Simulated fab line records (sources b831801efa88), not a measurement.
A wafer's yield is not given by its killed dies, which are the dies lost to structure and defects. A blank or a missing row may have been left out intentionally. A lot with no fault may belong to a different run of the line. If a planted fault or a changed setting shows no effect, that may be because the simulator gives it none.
A lot that was struck, set against a sound lot + flow sky130 + 33 out of 708 route steps
Sound: these wafers, L594.1, L594.5, L594.6. Struck: wafers L597.2, L597.3, L597.6. The cause is named last.
At each step with rows: each side's tool, then ch and its chambers, then its first start. Under that, the readings that differ: sound wafers + struck wafers + difference of the means + sigmas: that difference in standard deviations of wafers without a fault.
alike: a reading whose means differ by less than 2 such deviations, as well as words and numbers matching on both sides. not compared: withheld readings; readings where some wafer has no value; bounds like >300 that might hide an equal value; numbers whose values overlap and for which the record gives no deviation.
The two part at a step that has a row with sigmas, a row that says differs or no value, or rows on one side only. Numbers that have no deviation but don't overlap get no sigmas and don't part them. A reading missing from all wafers of one side parts the sides only when that side holds two or more wafers.

first, 7 steps without rows for these wafers: SKY_SONOS_TUNNEL_DEVELOP_06 (develop time 60 s); SKY_SONOS_TUNNEL_IMPLANT_09; SKY_SONOS_TUNNEL_WET_ETCH_10 (etches SiO2 in dHF, target depth 14 nm, time 280 s); SKY_SONOS_TUNNEL_STRIP_11 (strips in SPM, time 600 s); SKY_SONOS_TUNNEL_CLEAN_13 (cleans in dHF, time 20 s); SKY_SONOS_ONO_OXIDATION_00 (stabilise 600 s, purge 300 s, target thk 2.6 nm); SKY_SONOS_ONO_CVD_02 (deposits Si3N4 from DCS/NH3, target thk 10.5 nm, time 180 s).
SKY_SONOS_ONO_CVD_04: deposits SiO2 from SiH4/N2O, target thk 5.7199 nm.
  sound on lpcvd-03 ch 0, day 15 04:10; struck on lpcvd-03 ch 0, day 16 02:55
| reading                                    | sound             | struck            | difference | sigmas |
|--------------------------------------------|-------------------|-------------------|------------|--------|
| spike tc bottom C (C)                      | 922.1 920.9 921.5 | 932.2 930.5 932.8 | +10.3      | +11    |
| spike tc centre C (C)                      | 898.3 899.3 900.2 | 910.3 909.4 907.7 | +9.9       | +10    |
| spike tc lower C (C)                       | 900.4 899.4 897.4 | 909.2 908.4 908.4 | +9.6       | +8     |
| spike tc top C (C)                         | 907.2 907.5 907.1 | 918.2 919.8 917.6 | +11.3      | +5     |
| spike tc upper C (C)                       | 898.7 898.0 898.1 | 908.7 907.5 908.6 | +10.0      | +11    |
| susceptor temp C (C)                       | 900.3 900.4 900.2 | 909.8 910.6 910.1 | +9.9       | +27    |
| model.SiO2_of_SONOS_ONO_CVD_04.thk nm (nm) | 5.6 5.559 5.518   | 6.744 6.732 6.722 | +1.174     |        |
SKY_SONOS_ONO_THK_MEAS_05:
  sound on film metro-01 at day 15 05:25; struck on film metro-03 at day 16 04:23
| reading                   | sound          | struck         | difference | sigmas |
|---------------------------|----------------|----------------|------------|--------|
| SONOS_ONO_CVD_04_THK (nm) | 5.59 5.56 5.57 | 6.78 6.74 6.73 | +1.18      | +12    |
  not compared: hold
then, 22 steps without rows for these wafers: SKY_SONOS_ONO_HMDS_07 (prime time 60 s); SKY_SONOS_ONO_COAT_08 (resist thk 1140 nm); SKY_SONOS_ONO_SOFTBAKE_09 (time 60 s); SKY_SONOS_ONO_EXPOSE_10 (exposes mask ONOM, target cd 410 nm); SKY_SONOS_ONO_PEB_11; SKY_SONOS_ONO_DEVELOP_12 (develop time 60 s); SKY_SONOS_ONO_ETCH_15 (etches the open film in CHF3/O2, target depth 19.52 nm, time 7.8 s); SKY_SONOS_ONO_WET_ETCH_16 (etches SiO2 in dHF, target depth 14 nm, time 280 s); SKY_SONOS_ONO_STRIP_17 (strips in O2/N2); SKY_SONOS_ONO_WET_ETCH_18 (etches Si3N4 in H3PO4, target depth 15 nm, time 172 s); SKY_GATE_OXIDE_CLEAN_00 (cleans in SC1/SC2, time 150 s); SKY_GATE_OXIDE_OXIDATION_01 (stabilise 600 s, purge 300 s, target thk 10.268 nm); SKY_GATE_OXIDE_DEHYDRATE_03 (time 60 s); SKY_GATE_OXIDE_HMDS_04 (prime time 60 s); SKY_GATE_OXIDE_COAT_05 (resist thk 1140 nm); SKY_GATE_OXIDE_SOFTBAKE_06 (time 60 s); SKY_GATE_OXIDE_EXPOSE_07 (exposes mask LVOM, target cd 600 nm); SKY_GATE_OXIDE_PEB_08; SKY_GATE_OXIDE_DEVELOP_09 (develop time 60 s); SKY_GATE_OXIDE_IMPLANT_11; SKY_GATE_OXIDE_WET_ETCH_12 (etches SiO2 in dHF, target depth 16.8 nm, time 336 s); SKY_GATE_OXIDE_STRIP_13 (strips in O2/N2).
-- the record jumps here: 3 days lie between the struck wafers' starts before and after --
SKY_GATE_OXIDE_CLEAN_15: cleans in SC1/SC2, time 150 s.
  sound on wet bench-03 ch 0, day 17 15:57; struck on wet bench-02 ch 1, day 18 17:37
| reading                                    | sound            | struck            | difference | sigmas |
|--------------------------------------------|------------------|-------------------|------------|--------|
| model.SiO2_of_SONOS_ONO_CVD_04.thk nm (nm) | 4.097 4.06 4.018 | 5.232 5.226 5.215 | +1.166     |        |
-- record jumps: 31 days separate the struck wafers' starts on either side; left off in module GATE_OXIDE, taken up again in module PAD_OPEN, whose first shown step is the route's number 708 --
SKY_PAD_OPEN_PROBE_99:
  sound on prober-02 at day 48 14:46; struck on prober-01 at day 49 07:55
| reading                                     | sound                | struck               | difference | sigmas |
|---------------------------------------------|----------------------|----------------------|------------|--------|
| model.etest.sonos erased.drive ua um        | 156.3 232.5 207      | 133.1 123.5 137.7    | -67.2      |        |
| model.etest.sonos uncharged.r on ohm um     | 796.5 795.4 809.9    | 841.7 841.6 834.5    | +38.7      |        |
| model.etest.cap ono.gate log10 a cm2        | -8.015 -7.89 -7.898  | -9.16 -9.332 -9.114  | -1.27      |        |
| model.etest.sonos programmed.off log10 a um | -13.96 -13.87 -13.85 | -12.31 -12.83 -12.86 | +1.23      |        |
| model.etest.cap ono.gate bv v (V)           | 16.44 16.44 16.25    | 17.85 17.53 17.56    | +1.27      |        |
| model.etest.cap ono.tox acc nm (nm)         | 12.88 12.88 12.78    | 13.95 14.01 13.83    | +1.08      |        |
| model.etest.sonos programmed.vt v (V)       | 1.464 1.469 1.526    | 0.8315 0.8669 0.9024 | -0.6194    |        |
| model.etest.sonos erased.vt v (V)           | -2.224 -2.342 -2.334 | -1.751 -1.72 -1.825  | +0.535     |        |
  alike: killed_at_M0_to_M3, killed_at_M4_up, killed at contacts, killed at front end, killed at other, killed dies, killed open, killed short

WHERE THEY PART
At SKY_SONOS_ONO_CVD_04 first; at SKY_SONOS_ONO_THK_MEAS_05 last (within this record only). Later steps at which nothing parts them and some readings are alike: SKY_PAD_OPEN_PROBE_99.

WHY: the cause the simulator had injected
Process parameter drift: lpcvd-03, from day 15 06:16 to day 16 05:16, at SKY_SONOS_ONO_CVD_04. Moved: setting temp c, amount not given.
